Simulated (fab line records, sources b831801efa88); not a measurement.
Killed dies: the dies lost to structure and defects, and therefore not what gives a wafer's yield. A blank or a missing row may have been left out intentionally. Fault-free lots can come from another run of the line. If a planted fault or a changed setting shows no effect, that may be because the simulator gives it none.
Which tool did it? | flow gf180mcu | 42 wafers from 14 lots sampled at 4 of the route's 602 steps

WHAT THE GAUGES READ, wafer by wafer
GF_MVSD_OVL_MEAS_07.
lot  | measured    | on         | MVSD_OVL (nm)
L587 | day 4 11:54 | overlay-01 | 1.7 2.5 2.1
L588 | day 4 16:14 | overlay-02 | 1.3 1.8 2.0
L589 | day 4 18:20 | overlay-01 | -0.8 0.6 0.6
L591 | day 5 08:56 | overlay-02 | -0.4 0.5 0.4
L592 | day 5 13:45 | overlay-01 | 0.0 -0.2 0.5
L593 | day 5 20:37 | overlay-01 | -0.4 1.6 1.8
L594 | day 6 03:13 | overlay-02 | -0.3 -0.4 -1.7
L599 | day 7 07:22 | overlay-01 | - - -
L600 | day 7 13:10 | overlay-02 | 1.4 2.6 0.3
L602 | day 8 00:23 | overlay-02 | - - -
L603 | day 8 07:47 | overlay-01 | -1.4 1.7 1.8
L604 | day 8 12:39 | overlay-02 | 1.6 1.7 0.3
L605 | day 8 18:02 | overlay-01 | -0.9 0.8 -0.6
L608 | day 9 10:59 | overlay-02 | 1.2 0.4 1.5

GF_MVSD_TW_MEAS_11.
lot  | measured    | on            | MVSD_TW
L587 | day 4 12:21 | film metro-02 | 1579 1585 1587
L588 | day 4 16:40 | film metro-04 | 1561 1549 1554
L589 | day 4 18:46 | film metro-02 | 1591 1587 1594
L591 | day 5 09:22 | film metro-02 | 1574 1576 1567
L592 | day 5 14:11 | film metro-04 | 1574 1578 1572
L593 | day 5 21:04 | film metro-03 | 1562 1560 1557
L594 | day 6 03:40 | film metro-03 | 1566 1567 1565
L599 | day 7 07:49 | film metro-04 | 30 30 30
L600 | day 7 13:37 | film metro-02 | 1577 1570 1579
L602 | day 8 00:49 | film metro-02 | 30 30 30
L603 | day 8 08:13 | film metro-02 | 1574 1575 1577
L604 | day 8 13:05 | film metro-04 | 1564 1576 1560
L605 | day 8 18:28 | film metro-03 | 1566 1567 1563
L608 | day 9 11:25 | film metro-02 | 1578 1592 1590

GF_CONTACT_THK_MEAS_01.
lot  | measured     | on            | CONTACT_CVD_00_THK (nm)
L587 | day 15 01:49 | film metro-04 | 298.1 294.9 294.3
L588 | day 15 11:47 | film metro-03 | 297.0 299.0 297.7
L589 | day 15 15:43 | film metro-03 | 299.3 298.0 299.6
L591 | day 16 10:56 | film metro-02 | 298.5 293.8 298.0
L592 | day 16 18:34 | film metro-04 | 297.1 300.7 296.8
L593 | day 17 05:07 | film metro-03 | 299.9 299.1 296.9
L594 | day 17 15:26 | film metro-04 | 297.6 297.0 294.8
L599 | day 19 11:05 | film metro-03 | 298.5 296.7 294.6
L600 | day 19 19:43 | film metro-03 | 296.1 300.3 296.1
L602 | day 20 18:11 | film metro-04 | 303.7 301.3 299.6
L603 | day 21 04:09 | film metro-04 | 302.1 299.6 298.4
L604 | day 21 07:57 | film metro-02 | 295.0 297.7 293.4
L605 | day 21 17:11 | film metro-03 | 300.0 301.1 299.6
L608 | day 22 11:49 | film metro-03 | 300.0 301.5 299.3

WHICH TOOL RAN EACH LOT (tool, then ch and the chambers of the sampled wafers, then the start)
lot  | GF_MVSD_DEVELOP_06
L587 | litho track-04 ch 0, day 4 11:00
L588 | litho track-01 ch 0, day 4 16:00
L589 | litho track-04 ch 0, day 4 18:00
L591 | litho track-01 ch 0, day 5 08:00
L592 | litho track-03 ch 0, day 5 13:00
L593 | litho track-01 ch 0, day 5 20:00
L594 | litho track-01 ch 0, day 6 03:00
L599 | litho track-01 ch 0, day 7 07:00
L600 | litho track-03 ch 0, day 7 13:00
L602 | litho track-01 ch 0, day 8 00:00
L603 | litho track-04 ch 0, day 8 07:00
L604 | litho track-03 ch 0, day 8 12:00
L605 | litho track-04 ch 0, day 8 17:00
L608 | litho track-04 ch 0, day 9 10:00
- GF_MVSD_DEVELOP_06: develop time 60 s.

WHAT THE TOOLS THEMSELVES READ (means of the sampled wafers that have a number; where no wafer has one, the mark that the record gives instead)
The record holds no such reading with a usual standard deviation.

THE ANSWER, worked out from the rows above alone
Rule: the usual values come from the lots themselves. The widest of any qualifying gaps counts: lots, ordered by their means at a reading, are off when they make up no more than a third of the lots, leave a main group of 4 or more, and stand apart from it by 3 or more times the standard deviation of that group's means. A main group whose means are all the same, to the digits that the tables above print for the reading, isn't used. Also off: a lot with no number at a reading for which 4 or more lots have one. Where the step has rows for the other lots, those lots are counted as sound. The gauges are gone through in route order, then the tools' own readings, and for those a lot's mean is taken as printed above. The first step at which some lot is off is used, and at that step the reading that is off furthest; a lot without a number counts as furthest.
Off: L599, L602, seen at GF_MVSD_OVL_MEAS_07 (MVSD_OVL). Without a number there: L599, L602. Mean 0.7 nm and standard deviation 0.82 in the main group.
A tool fits if, at a process step before that reading, it ran every lot that is off, and no sound lot after the first of them. The gauges at GF_MVSD_OVL_MEAS_07 aren't tried: what is off there is off at GF_MVSD_TW_MEAS_11 too, on other tools, and a gauge's error can't cause that. One fits: GF_MVSD_DEVELOP_06 on litho track-01. Its last sound lot is L594 (day 6 03:00), its first lot that is off L599 (day 7 07:00): a fault that began between those two fits.

WHAT THE SIMULATOR HAD PUT IN
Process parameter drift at GF_MVSD_DEVELOP_06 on litho track-01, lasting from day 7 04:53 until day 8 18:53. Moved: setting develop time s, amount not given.
Struck lots among those shown: L599, L602. The rule above reached the same finding.
